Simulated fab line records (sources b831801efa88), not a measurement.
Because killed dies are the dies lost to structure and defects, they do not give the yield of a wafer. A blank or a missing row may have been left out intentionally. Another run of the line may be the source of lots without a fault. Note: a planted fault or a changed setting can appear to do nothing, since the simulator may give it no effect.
Which tool is to blame? | flow sky130 | Sampling: 10 lots, 30 wafers, 7 of 708 route steps

WHAT THE GAUGES SHOWED, per wafer
SKY_CONTACT_RS_MEAS_25: measures by four-point-probe. Usual: CONTACT_W_RS typically reads 0.337 ohm/sq, with standard deviation 0.0043.
lot  | measured     | on            | CONTACT_W_RS (ohm/sq)               | flag
L100 | day 32 06:22 | film_metro-03 | 0.335 0.339 0.342                   |
L101 | day 32 07:02 | film_metro-04 | 0.336 0.332 0.335                   |
L102 | day 32 11:37 | film_metro-04 | 0.336 0.333 0.343                   |
L104 | day 33 08:02 | film_metro-02 | 0.340 0.337 0.333                   |
L113 | day 35 13:59 | film_metro-03 | 0.337 0.343 0.336                   |
L112 | day 35 14:48 | film_metro-03 | 0.282 0.283 0.281 0.283 0.283 0.281 | OFF
L114 | day 35 16:57 | film_metro-03 | 0.335 0.331 0.332                   |
L115 | day 35 21:54 | film_metro-04 | 0.280 0.280 0.279 0.281 0.280 0.279 | OFF
L116 | day 36 10:08 | film_metro-04 | 0.331 0.279 0.281 0.331 0.279 0.281 | OFF
L122 | day 38 13:10 | film_metro-04 | 0.338 0.333 0.336                   |

SKY_CONTACT_THK_MEAS_26: measures by xrf. Usual: CONTACT_W_THK typically reads 335 nm, with standard deviation 4.7.
lot  | measured     | on            | CONTACT_W_THK (nm)      | flag
L100 | day 32 06:29 | film_metro-03 | 342 339 335             |
L101 | day 32 07:09 | film_metro-04 | 334 338 333             |
L102 | day 32 11:43 | film_metro-04 | 333 338 328             |
L104 | day 33 08:09 | film_metro-02 | 333 337 340             |
L113 | day 35 14:06 | film_metro-03 | 336 331 336             |
L112 | day 35 17:16 | film_metro-03 | 398 396 398 399 400 403 | OFF
L114 | day 35 17:04 | film_metro-03 | 339 341 342             |
L115 | day 36 00:19 | film_metro-02 | 402 399 404 401 400 405 | OFF
L116 | day 36 14:16 | film_metro-04 | 343 408 399 341 402 401 | OFF
L122 | day 38 13:16 | film_metro-04 | 332 333 332             |

SKY_METAL1_CD_MEAS_15 targets a cd of 140 nm. Usual: cd_nm at 140.0 nm, with a standard deviation of 1.6.
lot  | measured     | on        | cd_nm (nm)        | flag
L100 | day 33 09:43 | cd_sem-01 | 135.8 136.3 137.2 |
L101 | day 33 10:21 | cd_sem-01 | 139.6 140.8 140.0 |
L102 | day 33 14:07 | cd_sem-02 | 141.7 141.4 139.8 |
L104 | day 34 11:39 | cd_sem-02 | 139.1 139.3 141.1 |
L113 | day 36 15:54 | cd_sem-01 | 139.7 140.8 139.9 |
L112 | day 36 17:26 | cd_sem-01 | 140.4 140.3 140.4 |
L114 | day 36 19:24 | cd_sem-02 | 140.6 142.5 140.8 |
L115 | day 37 01:26 | cd_sem-01 | 141.0 141.2 139.0 |
L116 | day 37 12:42 | cd_sem-01 | 142.7 141.7 142.0 |
L122 | day 39 14:56 | cd_sem-01 | 139.3 140.3 138.9 |

WHICH TOOL RAN EACH LOT (tool, then ch and the chambers of the sampled wafers, then the start)
lot  | SKY_LOCAL_INTERCONNECT_STRIP_15      | SKY_CONTACT_CVD_24            | SKY_CONTACT_CMP_27            | SKY_METAL1_SPUTTER_00
L100 | plasma_asher-02 ch 0,1, day 31 00:25 | cvd_w-02 ch 0,1, day 32 06:14 | cmp-01 ch 0,3, day 32 06:46   | pvd_sputter-04, day 32 07:04
L101 | plasma_asher-04 ch 0,1, day 31 00:46 | cvd_w-02 ch 0,1, day 32 06:55 | cmp-01 ch 0,1,2, day 32 07:22 | pvd_sputter-03, day 32 07:40
L102 | plasma_asher-04 ch 0,1, day 31 06:09 | cvd_w-02 ch 0,1, day 32 11:29 | cmp-01 ch 0,2,3, day 32 11:49 | pvd_sputter-03, day 32 12:04
L104 | plasma_asher-03 ch 0,1, day 32 03:04 | cvd_w-02 ch 0,1, day 33 07:55 | cmp-01 ch 0,1,3, day 33 08:22 | pvd_sputter-01, day 33 08:31
L113 | plasma_asher-04 ch 0,1, day 34 10:07 | cvd_w-01 ch 0,1, day 35 13:52 | cmp-02 ch 0,2,3, day 35 14:10 | pvd_sputter-01, day 35 14:28
L112 | plasma_asher-02 ch 0,1, day 34 10:24 | cvd_w-02 ch 1, day 35 14:38   | cmp-01 ch 0,3, day 35 20:20   | pvd_sputter-03, day 35 20:38
L114 | plasma_asher-02 ch 0,1, day 34 13:16 | cvd_w-01 ch 0,1, day 35 16:50 | cmp-01 ch 0,1,2, day 35 17:17 | pvd_sputter-04, day 35 17:26
L115 | plasma_asher-03 ch 1, day 34 18:19   | cvd_w-02 ch 1, day 35 21:47   | cmp-01 ch 1,2,3, day 36 04:28 | pvd_sputter-01, day 36 04:40
L116 | plasma_asher-02 ch 0, day 35 06:26   | cvd_w-02 ch 0,1, day 36 10:01 | cmp-02 ch 0,1, day 36 16:05   | pvd_sputter-03, day 36 16:23
L122 | plasma_asher-02 ch 0,1, day 37 09:52 | cvd_w-01 ch 0,1, day 38 13:02 | cmp-01 ch 0,1, day 38 13:22   | pvd_sputter-01, day 38 13:37
- SKY_LOCAL_INTERCONNECT_STRIP_15: strips in O2/N2.
- SKY_CONTACT_CVD_24: deposits W, target thk 340 nm, time 102.12 s.
- SKY_CONTACT_CMP_27: polishes, stops on SiO2, t overpolish 15 s, target thk 0 nm.
- SKY_METAL1_SPUTTER_00: material Ti, target thk 15 nm, time 10 s.

AS READ BY THE TOOLS THEMSELVES (means over the sampled wafers that have a number; for cases with no such wafer, the mark the record gives instead)
SKY_LOCAL_INTERCONNECT_STRIP_15. Usual: drypump_motor_current_A 5.8 A, standard deviation 0.55; o2_flow_sccm 3000 sccm, standard deviation 9.6; oes_product_au 0.426 a.u., standard deviation 0.0045; strip_time_to_endpoint_s 4.710 s, standard deviation 0.022.
lot  | tool            | drypump_motor_current_A (A) | o2_flow_sccm (sccm) | oes_product_au (a.u.) | strip_time_to_endpoint_s (s) | flag
L100 | plasma_asher-02 | 5.4                         | 3002                | 0.434                 | 4.710                        |
L101 | plasma_asher-04 | 6.2                         | 2994                | 0.426                 | 4.711                        |
L102 | plasma_asher-04 | 6.3                         | 3004                | 0.424                 | 4.719                        |
L104 | plasma_asher-03 | 5.1                         | 3008                | 0.422                 | 4.698                        |
L113 | plasma_asher-04 | 6.2                         | 2999                | 0.429                 | 4.735                        |
L112 | plasma_asher-02 | 5.5                         | 3006                | 0.429                 | 4.717                        |
L114 | plasma_asher-02 | 5.3                         | 2996                | 0.423                 | 4.675                        |
L115 | plasma_asher-03 | 5.9                         | 3004                | 0.417                 | 4.694                        |
L116 | plasma_asher-02 | 5.6                         | 2983                | 0.427                 | 4.710                        |
L122 | plasma_asher-02 | 5.5                         | 3002                | 0.421                 | 4.717                        |

SKY_CONTACT_CVD_24. Usual: heater_power_w at 865 W, with a standard deviation of 60.
lot  | tool     | heater_power_w (W) | flag
L100 | cvd_w-02 | 907                |
L101 | cvd_w-02 | 914                |
L102 | cvd_w-02 | 899                |
L104 | cvd_w-02 | 918                |
L113 | cvd_w-01 | 789                |
L112 | cvd_w-02 | 931                |
L114 | cvd_w-01 | 802                |
L115 | cvd_w-02 | 933                |
L116 | cvd_w-02 | 909                |
L122 | cvd_w-01 | 829                |

SKY_CONTACT_CMP_27. Usual: motor_current_A 11.1 A, standard deviation 1.4; slurry_flow_ml_min 150.1, standard deviation 0.52; time_to_endpoint_s 84 s, standard deviation 3.5.
lot  | tool   | motor_current_A (A) | slurry_flow_ml_min | time_to_endpoint_s (s) | flag
L100 | cmp-01 | 12.4                | 150.3              | 84                     |
L101 | cmp-01 | 11.5                | 150.3              | 86                     |
L102 | cmp-01 | 11.9                | 149.7              | 86                     |
L104 | cmp-01 | 11.3                | 150.0              | 87                     |
L113 | cmp-02 | 10.8                | 150.0              | 83                     |
L112 | cmp-01 | 12.1                | 150.1              | 99                     | OFF
L114 | cmp-01 | 11.8                | 149.9              | 86                     |
L115 | cmp-01 | 10.8                | 149.7              | 96                     | OFF
L116 | cmp-02 | 10.7                | 150.4              | 98                     | OFF
L122 | cmp-01 | 12.7                | 150.3              | 81                     |

SKY_METAL1_SPUTTER_00. Usual: throttle_valve_pct at 29.8 %, with a standard deviation of 1.3.
lot  | tool           | throttle_valve_pct (%) | flag
L100 | pvd_sputter-04 | 30.7                   |
L101 | pvd_sputter-03 | 29.0                   |
L102 | pvd_sputter-03 | 28.6                   |
L104 | pvd_sputter-01 | 30.2                   |
L113 | pvd_sputter-01 | 30.7                   |
L112 | pvd_sputter-03 | 29.5                   |
L114 | pvd_sputter-04 | 31.0                   |
L115 | pvd_sputter-01 | 30.7                   |
L116 | pvd_sputter-03 | 29.0                   |
L122 | pvd_sputter-01 | 30.9                   |

THE ANSWER, worked out from the rows above alone
Rule: a lot counts as off when the mean over its wafers that have a number is more than 3 standard deviations away from the usual mean. A lot without any number at a reading at which 4 lots or more have one is off too. Where the step has rows for the other lots, those lots are counted as sound. The gauges are gone through in route order, then the tools' own readings, and for those a lot's mean is taken as printed above. At the first step where some lot is off, the reading lying furthest off is the one used; lots without a number count as furthest.
Off: L112, L115, L116, at SKY_CONTACT_RS_MEAS_25 (CONTACT_W_RS).
A tool fits if, at a process step before that reading, it ran every lot that is off, and no sound lot after the first of them. The gauges at SKY_CONTACT_RS_MEAS_25 aren't tried: what is off there is off at SKY_CONTACT_CMP_27 too, on other tools, and a gauge's error can't cause that. One fits: SKY_CONTACT_CVD_24 on cvd_w-02. Its last sound lot is L104 (day 33 07:55), its first lot that is off L112 (day 35 14:38): a fault that began between those two fits.

WHAT HAD BEEN PUT IN BY THE SIMULATOR
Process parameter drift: cvd_w-02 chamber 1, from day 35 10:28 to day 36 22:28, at SKY_CONTACT_CVD_24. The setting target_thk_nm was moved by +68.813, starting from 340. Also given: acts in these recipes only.
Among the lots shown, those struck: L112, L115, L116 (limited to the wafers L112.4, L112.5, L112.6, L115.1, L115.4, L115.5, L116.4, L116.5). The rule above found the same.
